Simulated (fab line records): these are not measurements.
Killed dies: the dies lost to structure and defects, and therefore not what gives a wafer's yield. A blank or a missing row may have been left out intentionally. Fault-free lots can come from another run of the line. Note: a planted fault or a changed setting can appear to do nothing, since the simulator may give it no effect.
fab line records + flow sfq_line
record
- lots=6
- wafers=18
- last_day=92
route steps=325 shown M7@285 I7@296
lots with no fault: from the same line, run without faults
start_h: start of the lot's first displayed wafer, in hours after the record's first day + wait_h: time in hours since the lot's previous step + " as in the row above + L1.1+2: a single row standing in for several wafers + - value missing, or start not given + * or withheld: withheld + < > ~ a bound
route shown NAME@n: names a module that has steps shown in the file, with the first one's number in the route + usual: mean and standard deviation over wafers with no fault + same: alike in all rows + chamber/n: place in a boat + sites: each site's reading + _std_site: their standard deviation + _edge_site: the outer-site mean with the inner-site mean subtracted + radius_mm: for every site, how far away it sits from the centre of the wafer + mask NAME#n: copy n + behind: the most recent tool/chamber to have shaped the wafer + hold: why the lot went on hold/how many hours it stayed there/how the hold came to an end + device: transistor that didn't switch, given as n, p or np + end of line: the same wafers' tests at the end of the route + a step with no rows: only its recipe + killed: dies that structure and defects cost at the first sort, which is not the same as the wafer's yield + map: a wafer's dies, x killed, . not, _ none there
set.NAME: the setting the step ran with; set.NAME@STEP: the setting that earlier step ran with + model.NAME: the simulator's own value behind a step, which no gauge read
certain route steps with their lots: each step a table, each wafer a row
services: when a tool's chamber went out of use (start_h, in hours from the record's first day, below 0 if earlier), for how many hours, and the reason
## steps
# step SFQ_TRILAYER_M7_LITHO_COAT_182
# recipe
- resist=BARC
- spin_rpm=3000
- resist_thk_nm=62
# step SFQ_TRILAYER_M7_LITHO_COAT_177
# recipe
- resist=KrF
- spin_rpm=3000
- resist_thk_nm=600
# step SFQ_TRILAYER_M7_LITHO_SOFTBAKE_181
# recipe
- temp_c=withheld
- time_s=withheld
- resist=KrF
# step SFQ_TRILAYER_M7_LITHO_EXPOSE_178
# recipe
- mask_id=M7
- na=0.6
- source_shape=conventional
- sigma_outer=0.65
- target_cd_nm=500
- dose_mj=14.4
# step SFQ_TRILAYER_M7_LITHO_PEB_180
# recipe
- peb_temp_c=115
- peb_time_s=60
- resist=KrF
# step SFQ_TRILAYER_M7_LITHO_DEVELOP_179
# recipe
- time_s=60
- resist=KrF
# step SFQ_M7_OVL_MEAS_945
# usual
- M7_OVL=-4/5.8
| lot.wafer | tool       | chamber | start_h | wait_h | M7_OVL[nm] |
|-----------|------------|---------|---------|--------|------------|
| L957.1    | overlay-01 | -       | 1866.91 | 0.1    | -8         |
| L957.2    | "          | -       | "       | "      | -3         |
| L957.4    | "          | -       | "       | "      | -4         |
| L959.4    | overlay-02 | -       | 1974.19 | 0.1    | 9          |
| L959.5    | "          | -       | "       | "      | 9          |
| L959.6    | "          | -       | "       | "      | 10         |
| L965.1    | overlay-01 | -       | 1990.07 | 0.1    | -5         |
| L965.3    | "          | -       | "       | "      | -7         |
| L965.5    | "          | -       | "       | "      | -4         |
| L967.3    | overlay-01 | -       | 1993.69 | 0.1    | 6          |
| L967.5    | "          | -       | "       | "      | 4          |
| L967.6    | "          | -       | "       | "      | 4          |
| L971.1    | overlay-02 | -       | 2013.87 | 0.1    | -10        |
| L971.3    | "          | -       | "       | "      | -10        |
| L971.4    | "          | -       | "       | "      | 1          |
| L980.2    | overlay-01 | -       | 2183.14 | 0.1    | -13        |
| L980.4    | "          | -       | "       | "      | -9         |
| L980.6    | "          | -       | "       | "      | -2         |
# step SFQ_TRILAYER_M7_BARC_OPEN_METAL_ETCH_229
# recipe
- mask_material=PR
- chemistry=O2
- target_depth_nm=125
- target=BARC
- icp_w=600
- bias_w=80
- pressure_mtorr=10
- time_s=41.7
# usual
- drypump_motor_current_A=5.49/0.28
- oes_product_au=0.685/0.0046
| lot.wafer | tool         | chamber | start_h | wait_h | drypump_motor_current_A | oes_product_au | rf_hours_counter_h |
|-----------|--------------|---------|---------|--------|-------------------------|----------------|--------------------|
| L957.1    | rie_metal-03 | 0       | 1866.95 | 0.0    | 5.58                    | 0.677          | 46                 |
| L957.2    | "            | 1       | "       | "      | 5.31                    | 0.687          | 63                 |
| L957.4    | "            | 1       | "       | "      | 5.30                    | 0.683          | -                  |
| L959.4    | rie_metal-03 | 0       | 1974.23 | 0.0    | 5.53                    | 0.687          | -                  |
| L959.5    | "            | 0       | "       | "      | 5.55                    | 0.684          | -                  |
| L959.6    | "            | 1       | "       | "      | 5.31                    | 0.690          | -                  |
| L965.1    | rie_metal-04 | 0       | 1990.11 | 0.0    | 5.17                    | 0.679          | 91                 |
| L965.3    | "            | 1       | "       | "      | 5.33                    | 0.686          | -                  |
| L965.5    | "            | 1       | "       | "      | 5.34                    | 0.679          | -                  |
| L967.3    | rie_metal-02 | 1       | 1993.73 | 0.0    | 5.76                    | 0.681          | -                  |
| L967.5    | "            | 1       | "       | "      | 5.78                    | 0.689          | -                  |
| L967.6    | "            | 0       | "       | "      | 5.98                    | 0.684          | -                  |
| L971.1    | rie_metal-04 | 1       | 2013.91 | 0.0    | 5.35                    | 0.687          | 78                 |
| L971.3    | "            | 1       | "       | "      | 5.34                    | 0.685          | -                  |
| L971.4    | "            | 0       | "       | "      | 5.18                    | 0.685          | -                  |
| L980.2    | rie_metal-02 | 1       | 2183.17 | 0.0    | 5.78                    | 0.683          | 52                 |
| L980.4    | "            | 1       | "       | "      | 5.77                    | 0.682          | -                  |
| L980.6    | "            | 1       | "       | "      | 5.76                    | 0.686          | -                  |
# step SFQ_TRILAYER_M7_ETCH_METAL_ETCH_180
# recipe
- target=Nb
- stop_on=SiO2
- mask_material=PR
- chemistry=Cl2/Ar
- target_depth_nm=240
- icp_w=600
- bias_w=80
- pressure_mtorr=10
- time_s=120
# step SFQ_TRILAYER_M7_STRIP_STRIP_181
# recipe
- gas=O2
- power_w=200
- platen_temp_c=40
- overash_fraction=0.65
- chemistry=O2
- pressure_mtorr=50
# usual
- drypump_motor_current_A=5.49/0.27
- oes_product_au=0.997/0.0075
| lot.wafer | tool         | chamber | start_h | wait_h | drypump_motor_current_A | oes_product_au | rf_hours_counter_h |
|-----------|--------------|---------|---------|--------|-------------------------|----------------|--------------------|
| L957.1    | rie_metal-03 | 0       | 1867.19 | 0.1    | 5.57                    | 0.997          | 47                 |
| L957.2    | "            | 1       | "       | "      | 5.33                    | 0.999          | 63                 |
| L957.4    | "            | 1       | "       | "      | 5.34                    | 1.002          | -                  |
| L959.4    | rie_metal-03 | 0       | 1974.60 | 0.2    | 5.60                    | 0.995          | -                  |
| L959.5    | "            | 0       | "       | "      | 5.57                    | 0.996          | -                  |
| L959.6    | "            | 1       | "       | "      | 5.32                    | 1.002          | -                  |
| L965.1    | rie_metal-04 | 0       | 1990.30 | 0.1    | 5.17                    | 1.002          | 91                 |
| L965.3    | "            | 1       | "       | "      | 5.35                    | 0.999          | -                  |
| L965.5    | "            | 1       | "       | "      | 5.36                    | 0.995          | -                  |
| L967.3    | rie_metal-02 | 1       | 1994.10 | 0.2    | 5.77                    | 1.002          | -                  |
| L967.5    | "            | 1       | "       | "      | 5.76                    | 0.994          | -                  |
| L967.6    | "            | 0       | "       | "      | 5.98                    | 0.995          | -                  |
| L971.1    | rie_metal-04 | 1       | 2014.10 | 0.1    | 5.33                    | 0.997          | 78                 |
| L971.3    | "            | 1       | "       | "      | 5.34                    | 1.004          | -                  |
| L971.4    | "            | 0       | "       | "      | 5.18                    | 1.010          | -                  |
| L980.2    | rie_metal-02 | 1       | 2183.36 | 0.1    | 5.76                    | 1.000          | 52                 |
| L980.4    | "            | 1       | "       | "      | 5.75                    | 1.001          | -                  |
| L980.6    | "            | 1       | "       | "      | 5.75                    | 1.005          | -                  |
# step SFQ_TRILAYER_M7_STRIP_SOLV_CLEAN_182
# recipe
- chemistry=NMP
- temp_c=70
- time_s=600
# step SFQ_TRILAYER_I7_DEP_PECVD_183
# recipe
- material=SiO2
- temp_c=150
- time_s=111.11
- pressure_torr=2.4
- rf_w=183.3
- precursor=SiH4/N2O
- target_thk_nm=500
# usual
- heater_power_w=88/21
- showerhead_vpp_V=852/45
- throttle_valve_pct=25.1/1.7
| lot.wafer | tool     | chamber | start_h | wait_h | heater_power_w | showerhead_vpp_V | throttle_valve_pct |
|-----------|----------|---------|---------|--------|----------------|------------------|--------------------|
| L957.1    | pecvd-03 | 1       | 1868.17 | 0.0    | 85             | 850              | 24.1               |
| L957.2    | "        | 2       | "       | "      | 105            | 828              | 27.1               |
| L957.4    | "        | 1       | "       | "      | 88             | 837              | 24.1               |
| L959.4    | pecvd-03 | 1       | 1975.21 | 0.0    | 90             | 841              | 24.1               |
| L959.5    | "        | 0       | "       | "      | 57             | 926              | 24.7               |
| L959.6    | "        | 2       | "       | "      | 88             | 840              | 27.1               |
| L965.1    | pecvd-03 | 0       | 1991.07 | 0.0    | 63             | 924              | 24.4               |
| L965.3    | "        | 2       | "       | "      | 110            | 842              | 27.1               |
| L965.5    | "        | 1       | "       | "      | 81             | 839              | 24.4               |
| L967.3    | pecvd-01 | 0       | 1994.67 | 0.0    | 50             | 859              | 24.6               |
| L967.5    | "        | 0       | "       | "      | 53             | 860              | 24.9               |
| L967.6    | "        | 2       | "       | "      | 80             | 894              | 27.3               |
| L971.1    | pecvd-04 | 2       | 2014.87 | 0.0    | 95             | 830              | 23.4               |
| L971.3    | "        | 1       | "       | "      | 104            | 811              | 22.7               |
| L971.4    | "        | 0       | "       | "      | 73             | 787              | 23.8               |
| L980.2    | pecvd-03 | 0       | 2184.13 | 0.0    | 67             | 923              | 24.7               |
| L980.4    | "        | 0       | "       | "      | 68             | 914              | 24.8               |
| L980.6    | "        | 1       | "       | "      | 93             | 826              | 24.2               |
# step SFQ_TRILAYER_I7_CMP_CMP_184
# recipe
- material=SiO2
- down_force_psi=3
- platen_rpm=60
- pad_velocity_m_s=0.94248
# usual
- motor_current_A=10.6/0.83
- slurry_flow_ml_min=150.1/0.44
- time_to_endpoint_s=211/6.9
| lot.wafer | tool   | chamber | start_h | wait_h | motor_current_A | slurry_flow_ml_min | time_to_endpoint_s | model.SiO2_of_TRILAYER_I7_DEP_PECVD_183.thk_nm |
|-----------|--------|---------|---------|--------|-----------------|--------------------|--------------------|------------------------------------------------|
| L957.4    | cmp-01 | 0       | 1868.25 | 0.0    | 12.4            | 150.0              | 208                | 201.3                                          |
| L957.1    | "      | 2       | 1869.25 | 1.0    | 11.4            | 150.2              | 196                | 200.9                                          |
| L957.2    | "      | 3       | "       | "      | 10.0            | 149.6              | 207                | 200.9                                          |
| L959.4    | cmp-02 | 0       | 1975.76 | 0.5    | 10.9            | 150.3              | 214                | 199.2                                          |
| L959.6    | "      | 3       | 1977.26 | 2.0    | 10.9            | 150.3              | 213                | 198.1                                          |
| L959.5    | "      | 0       | "       | "      | 11.1            | 150.1              | 217                | 198.6                                          |
| L965.3    | cmp-02 | 3       | 1991.65 | 0.5    | 10.9            | 150.3              | 209                | 198.9                                          |
| L965.1    | "      | 1       | 1992.65 | 1.5    | 11.4            | 151.3              | 210                | 198.3                                          |
| L965.5    | "      | 2       | "       | "      | 10.6            | 149.6              | 170                | 248.8                                          |
| L967.3    | cmp-02 | 0       | 1996.25 | 1.5    | 10.8            | 150.3              | 193                | 198.4                                          |
| L967.5    | "      | 1       | "       | "      | 11.3            | 150.7              | 214                | 199.7                                          |
| L967.6    | "      | 2       | "       | "      | 10.7            | 149.7              | 170                | 248.4                                          |
| L971.1    | cmp-01 | 2       | 2015.45 | 0.5    | 11.2            | 149.8              | 207                | 200.2                                          |
| L971.3    | "      | 3       | "       | "      | 10.4            | 150.3              | 211                | 199.7                                          |
| L971.4    | "      | 0       | "       | "      | 11.9            | 150.5              | 219                | 199.9                                          |
| L980.2    | cmp-02 | 2       | 2189.14 | 5.0    | 10.8            | 149.2              | 216                | 199.1                                          |
| L980.4    | "      | 0       | 2190.14 | 5.9    | 11.1            | 150.1              | 227                | 200.3                                          |
| L980.6    | "      | 2       | 2191.14 | 6.9    | 10.3            | 149.5              | 219                | 200.8                                          |
# step SFQ_I7_BOW_MEAS_946
# recipe
- mode=bow
# usual
- I7_BOW=8/12
| lot.wafer | tool          | chamber | start_h | wait_h | I7_BOW[um] |
|-----------|---------------|---------|---------|--------|------------|
| L957.1    | film_metro-02 | -       | 1871.25 | 1.5    | -10        |
| L957.2    | "             | -       | "       | "      | 6          |
| L957.4    | "             | -       | "       | "      | 6          |
| L959.4    | film_metro-03 | -       | 1978.32 | 2.1    | 11         |
| L959.5    | "             | -       | "       | "      | 7          |
| L959.6    | "             | -       | "       | "      | 7          |
| L965.1    | film_metro-01 | -       | 1994.15 | 1.0    | 7          |
| L965.3    | "             | -       | "       | "      | 11         |
| L965.5    | "             | -       | "       | "      | -7         |
| L967.3    | film_metro-02 | -       | 1997.79 | 1.0    | -22        |
| L967.5    | "             | -       | "       | "      | -11        |
| L967.6    | "             | -       | "       | "      | -11        |
| L971.1    | film_metro-02 | -       | 2017.95 | 2.0    | 9          |
| L971.3    | "             | -       | "       | "      | 4          |
| L971.4    | "             | -       | "       | "      | 18         |
| L980.2    | film_metro-03 | -       | 2192.16 | 2.5    | 12         |
| L980.4    | "             | -       | "       | "      | 14         |
| L980.6    | "             | -       | "       | "      | 8          |
# step SFQ_TRILAYER_I7_METRO_MEASURE_185
# usual
- thk_nm=199.5/0.96
| lot.wafer | tool          | chamber | start_h | wait_h | thk_nm |
|-----------|---------------|---------|---------|--------|--------|
| L957.1    | film_metro-02 | -       | 1871.37 | 0.1    | 201.0  |
| L957.2    | "             | -       | "       | "      | 200.8  |
| L957.4    | "             | -       | "       | "      | 201.3  |
| L959.4    | film_metro-03 | -       | 1978.98 | 0.6    | 199.1  |
| L959.5    | "             | -       | "       | "      | 198.7  |
| L959.6    | "             | -       | "       | "      | 198.0  |
| L965.1    | film_metro-01 | -       | 1994.27 | 0.1    | 198.3  |
| L965.3    | "             | -       | "       | "      | 198.7  |
| L965.5    | "             | -       | "       | "      | 248.7  |
| L967.3    | film_metro-02 | -       | 1998.27 | 0.5    | 198.4  |
| L967.5    | "             | -       | "       | "      | 199.7  |
| L967.6    | "             | -       | "       | "      | 248.4  |
| L971.1    | film_metro-02 | -       | 2018.07 | 0.1    | 200.1  |
| L971.3    | "             | -       | "       | "      | 199.6  |
| L971.4    | "             | -       | "       | "      | 200.1  |
| L980.2    | film_metro-03 | -       | 2192.46 | 0.3    | 199.1  |
| L980.4    | "             | -       | "       | "      | 200.2  |
| L980.6    | "             | -       | "       | "      | 200.7  |
# step SFQ_TRILAYER_I7_VIA_LITHO_COAT_192
# recipe
- resist=BARC
- spin_rpm=3000
- resist_thk_nm=62
# step SFQ_TRILAYER_I7_VIA_LITHO_COAT_187
# recipe
- resist=KrF
- spin_rpm=3000
- resist_thk_nm=650
# step SFQ_TRILAYER_I7_VIA_LITHO_SOFTBAKE_191
# recipe
- temp_c=withheld
- time_s=withheld
- resist=KrF
# step SFQ_TRILAYER_I7_VIA_LITHO_EXPOSE_188
# recipe
- mask_id=I7
- na=0.6
- source_shape=conventional
- sigma_outer=0.65
- target_cd_nm=1000
- dose_mj=21.3
# step SFQ_TRILAYER_I7_VIA_LITHO_PEB_190
# recipe
- peb_temp_c=115
- peb_time_s=60
- resist=KrF
# step SFQ_TRILAYER_I7_VIA_LITHO_DEVELOP_189
# recipe
- time_s=60
- resist=KrF
# step SFQ_I7_OVL_MEAS_947
# usual
- I7_OVL=-2/5
| lot.wafer | tool       | chamber | start_h | wait_h | I7_OVL[nm] |
|-----------|------------|---------|---------|--------|------------|
| L957.1    | overlay-01 | -       | 1874.82 | 0.1    | 3          |
| L957.2    | "          | -       | "       | "      | 3          |
| L957.4    | "          | -       | "       | "      | 3          |
| L959.4    | overlay-02 | -       | 1982.89 | 0.1    | -4         |
| L959.5    | "          | -       | "       | "      | -2         |
| L959.6    | "          | -       | "       | "      | 2          |
| L965.1    | overlay-02 | -       | 2005.47 | 0.1    | -2         |
| L965.3    | "          | -       | "       | "      | 1          |
| L965.5    | "          | -       | "       | "      | -3         |
| L967.3    | overlay-02 | -       | 2012.69 | 0.1    | 5          |
| L967.5    | "          | -       | "       | "      | 0          |
| L967.6    | "          | -       | "       | "      | -2         |
| L971.1    | overlay-02 | -       | 2030.67 | 0.1    | -4         |
| L971.3    | "          | -       | "       | "      | 1          |
| L971.4    | "          | -       | "       | "      | -5         |
| L980.2    | overlay-01 | -       | 2198.61 | 0.1    | -7         |
| L980.4    | "          | -       | "       | "      | -6         |
| L980.6    | "          | -       | "       | "      | -9         |
# step SFQ_TRILAYER_I7_VIA_BARC_OPEN_VIA_ETCH_260
# recipe
- mask_material=PR
- chemistry=O2
- target_depth_nm=125
- target=BARC
- source_w=500
- bias_w=80
- pressure_mtorr=30
- time_s=41.7
# usual
- drypump_motor_current_A=6.0/0.39
- oes_product_au=0.684/0.0044
| lot.wafer | tool        | chamber | start_h | wait_h | drypump_motor_current_A | oes_product_au | rf_hours_counter_h |
|-----------|-------------|---------|---------|--------|-------------------------|----------------|--------------------|
| L957.1    | rie_diel-01 | 0       | 1874.85 | 0.0    | 5.6                     | 0.686          | 19                 |
| L957.2    | "           | 2       | "       | "      | 5.9                     | 0.682          | 6                  |
| L957.4    | "           | 3       | "       | "      | 6.3                     | 0.684          | 3                  |
| L959.4    | rie_diel-01 | 1       | 1982.91 | 0.0    | 6.7                     | 0.684          | 2                  |
| L959.5    | "           | 2       | "       | "      | 5.9                     | 0.689          | -                  |
| L959.6    | "           | 1       | "       | "      | 6.7                     | 0.683          | -                  |
| L965.1    | rie_diel-03 | 0       | 2005.51 | 0.0    | 6.2                     | 0.681          | 6                  |
| L965.3    | "           | 3       | "       | "      | 5.6                     | 0.685          | 21                 |
| L965.5    | "           | 3       | "       | "      | 5.5                     | 0.683          | -                  |
| L967.3    | rie_diel-04 | 0       | 2012.71 | 0.0    | 5.8                     | 0.686          | 5                  |
| L967.5    | "           | 1       | "       | "      | 6.0                     | 0.696          | -                  |
| L967.6    | "           | 2       | "       | "      | 5.1                     | 0.675          | -                  |
| L971.1    | rie_diel-01 | 3       | 2030.71 | 0.0    | 6.4                     | 0.682          | 5                  |
| L971.3    | "           | 1       | "       | "      | 6.6                     | 0.681          | 3                  |
| L971.4    | "           | 1       | "       | "      | 6.7                     | 0.681          | -                  |
| L980.2    | rie_diel-03 | 0       | 2198.64 | 0.0    | 6.2                     | 0.686          | 10                 |
| L980.4    | "           | 3       | "       | "      | 5.5                     | 0.684          | 2                  |
| L980.6    | "           | 1       | "       | "      | 5.9                     | 0.687          | -                  |
# step SFQ_TRILAYER_I7_VIA_ETCH_VIA_ETCH_190
# recipe
- target=SiO2
- stop_on=Nb
- mask_material=PR
- taper_deg=20
- chemistry=CHF3
- target_depth_nm=260
- source_w=500
- bias_w=80
- pressure_mtorr=30
- time_s=withheld
# usual
- drypump_motor_current_A=6.0/0.39
- oes_product_au=0.853/0.0055
| lot.wafer | tool        | chamber | start_h | wait_h | drypump_motor_current_A | oes_product_au | model.etch.depth_nm | model.I7.feature_depth_nm |
|-----------|-------------|---------|---------|--------|-------------------------|----------------|---------------------|---------------------------|
| L957.1    | rie_diel-01 | 0       | 1874.89 | 0.0    | 5.6                     | 0.852          | 200.9               | 200.9                     |
| L957.2    | "           | 2       | "       | "      | 5.9                     | 0.854          | 200.9               | 200.9                     |
| L957.4    | "           | 3       | "       | "      | 6.3                     | 0.855          | 201.3               | 201.3                     |
| L959.4    | rie_diel-01 | 1       | 1982.95 | 0.0    | 6.7                     | 0.860          | 199.2               | 199.2                     |
| L959.5    | "           | 2       | "       | "      | 5.9                     | 0.856          | 198.6               | 198.6                     |
| L959.6    | "           | 1       | "       | "      | 6.7                     | 0.846          | 198.1               | 198.1                     |
| L965.1    | rie_diel-03 | 0       | 2005.55 | 0.0    | 6.1                     | 0.854          | 198.3               | 198.3                     |
| L965.3    | "           | 3       | "       | "      | 5.5                     | 0.839          | 198.9               | 198.9                     |
| L965.5    | "           | 3       | "       | "      | 5.5                     | 0.968          | 248.8               | 248.8                     |
| L967.3    | rie_diel-04 | 0       | 2012.75 | 0.0    | 5.8                     | 0.845          | 198.4               | 198.4                     |
| L967.5    | "           | 1       | "       | "      | 6.0                     | 0.847          | 199.7               | 199.7                     |
| L967.6    | "           | 2       | "       | "      | 5.1                     | 0.972          | 248.4               | 248.4                     |
| L971.1    | rie_diel-01 | 3       | 2030.75 | 0.0    | 6.3                     | 0.859          | 200.2               | 200.2                     |
| L971.3    | "           | 1       | "       | "      | 6.7                     | 0.854          | 199.7               | 199.7                     |
| L971.4    | "           | 1       | "       | "      | 6.7                     | 0.850          | 199.9               | 199.9                     |
| L980.2    | rie_diel-03 | 0       | 2198.68 | 0.0    | 6.2                     | 0.852          | 199.1               | 199.1                     |
| L980.4    | "           | 3       | "       | "      | 5.5                     | 0.854          | 200.3               | 200.3                     |
| L980.6    | "           | 1       | "       | "      | 5.9                     | 0.853          | 200.8               | 200.8                     |
# step SFQ_TRILAYER_I7_VIA_STRIP_STRIP_191
# recipe
- gas=O2
- power_w=200
- platen_temp_c=40
- overash_fraction=0.65
- chemistry=O2
- pressure_mtorr=50
# usual
- drypump_motor_current_A=5.64/0.29
- oes_product_au=0.999/0.0068
| lot.wafer | tool         | chamber | start_h | wait_h | drypump_motor_current_A | oes_product_au | rf_hours_counter_h |
|-----------|--------------|---------|---------|--------|-------------------------|----------------|--------------------|
| L957.1    | rie_metal-02 | 1       | 1875.01 | -      | 5.76                    | 0.998          | 7                  |
| L957.2    | "            | 0       | "       | "      | 5.99                    | 0.995          | 43                 |
| L957.4    | "            | 0       | "       | "      | 5.93                    | 0.986          | -                  |
| L959.4    | rie_metal-01 | 1       | 1983.26 | -      | 5.74                    | 1.000          | -                  |
| L959.5    | "            | 0       | "       | "      | 5.81                    | 1.008          | -                  |
| L959.6    | "            | 1       | "       | "      | 5.72                    | 0.996          | -                  |
| L965.1    | rie_metal-02 | 0       | 2005.66 | -      | 6.01                    | 0.999          | 60                 |
| L965.3    | "            | 0       | "       | "      | 6.01                    | 0.982          | -                  |
| L965.5    | "            | 0       | "       | "      | 5.98                    | 0.999          | -                  |
| L967.3    | rie_metal-02 | 1       | 2013.26 | -      | 5.78                    | 0.999          | -                  |
| L967.5    | "            | 1       | "       | "      | 5.78                    | 0.994          | -                  |
| L967.6    | "            | 1       | "       | "      | 5.79                    | 0.996          | -                  |
| L971.1    | rie_metal-04 | 1       | 2030.86 | -      | 5.33                    | 0.991          | 81                 |
| L971.3    | "            | 1       | "       | "      | 5.32                    | 1.002          | -                  |
| L971.4    | "            | 0       | "       | "      | 5.18                    | 0.993          | -                  |
| L980.2    | rie_metal-04 | 1       | 2198.79 | -      | 5.33                    | 1.002          | 102                |
| L980.4    | "            | 1       | "       | "      | 5.34                    | 1.002          | -                  |
| L980.6    | "            | 1       | "       | "      | 5.35                    | 0.996          | -                  |
## services
| tool         | chamber | start_h | hours | kind   |
|--------------|---------|---------|-------|--------|
| rie_diel-03  | 2       | 1852.34 | 8.2   | repair |
| rie_metal-02 | 1       | 1859.19 | 11.2  | repair |
| cmp-02       | -       | 1859.24 | 4.5   | repair |
| rie_diel-01  | 1       | 1867.38 | 5.9   | repair |
| rie_metal-04 | -       | 1869.37 | 1.4   | pm     |
| rie_metal-03 | -       | 1873.90 | 2.8   | pm     |
| rie_diel-03  | -       | 1884.42 | 0.5   | repair |
| rie_diel-03  | -       | 1903.67 | 0.5   | repair |
| rie_diel-01  | -       | 1915.91 | 2.8   | pm     |
| rie_metal-03 | 0       | 1931.39 | 4.8   | repair |
| cmp-02       | -       | 1940.18 | 1.5   | repair |
| rie_metal-03 | 0       | 1980.11 | 5.3   | repair |
| rie_metal-02 | 0       | 2006.28 | 15.7  | repair |
| rie_diel-01  | 0       | 2030.32 | 4.5   | repair |
| cmp-02       | -       | 2061.81 | 11.5  | pm     |
| cmp-02       | -       | 2073.29 | 4.9   | pm     |
| rie_diel-01  | -       | 2073.84 | 1.9   | repair |
| pecvd-03     | -       | 2083.85 | 3.1   | repair |
| pecvd-03     | -       | 2093.08 | 1.2   | repair |
| cmp-02       | -       | 2111.98 | 4.0   | pm     |
| rie_metal-02 | -       | 2114.80 | 0.9   | repair |
| rie_diel-03  | -       | 2123.32 | 2.8   | pm     |
| rie_diel-01  | 3       | 2151.64 | 5.6   | repair |
| rie_metal-04 | 1       | 2164.99 | 12.1  | repair |
## key
first_sign
- step=SFQ_TRILAYER_I7_CMP_CMP_184
- reading=time_to_endpoint_s
- direction=down
- sigmas=5.9
- usual=*
- struck=*
effect
- step=SFQ_TRILAYER_I7_METRO_MEASURE_185
- reading=thk_nm
- direction=up
- sigmas=51
- usual=199.5
- struck=248.6
effect
- step=SFQ_TRILAYER_I7_VIA_ETCH_VIA_ETCH_190
- reading=oes_product_au
- direction=up
- sigmas=21
- usual=0.853
- struck=0.970
model_effect
- step=SFQ_TRILAYER_I7_CMP_CMP_184
- value=SiO2_of_TRILAYER_I7_DEP_PECVD_183.thk_nm
- without=198.6
- struck=248.6
model_effect
- step=SFQ_TRILAYER_I7_VIA_ETCH_VIA_ETCH_190
- value=etch.depth_nm
- without=198.6
- struck=248.6
met_at SFQ_TRILAYER_I7_CMP_CMP_184
struck_wafers L965.5,L967.6
fault
- kind=process_parameter_drift
- tool=cmp-02
- chamber=2
- onset_h=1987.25
- steps=SFQ_TRILAYER_I7_CMP_CMP_184
- channel=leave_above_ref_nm
- offset=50
- shape=step
- end_h=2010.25
- acts_in=these_recipes_only
- stated=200
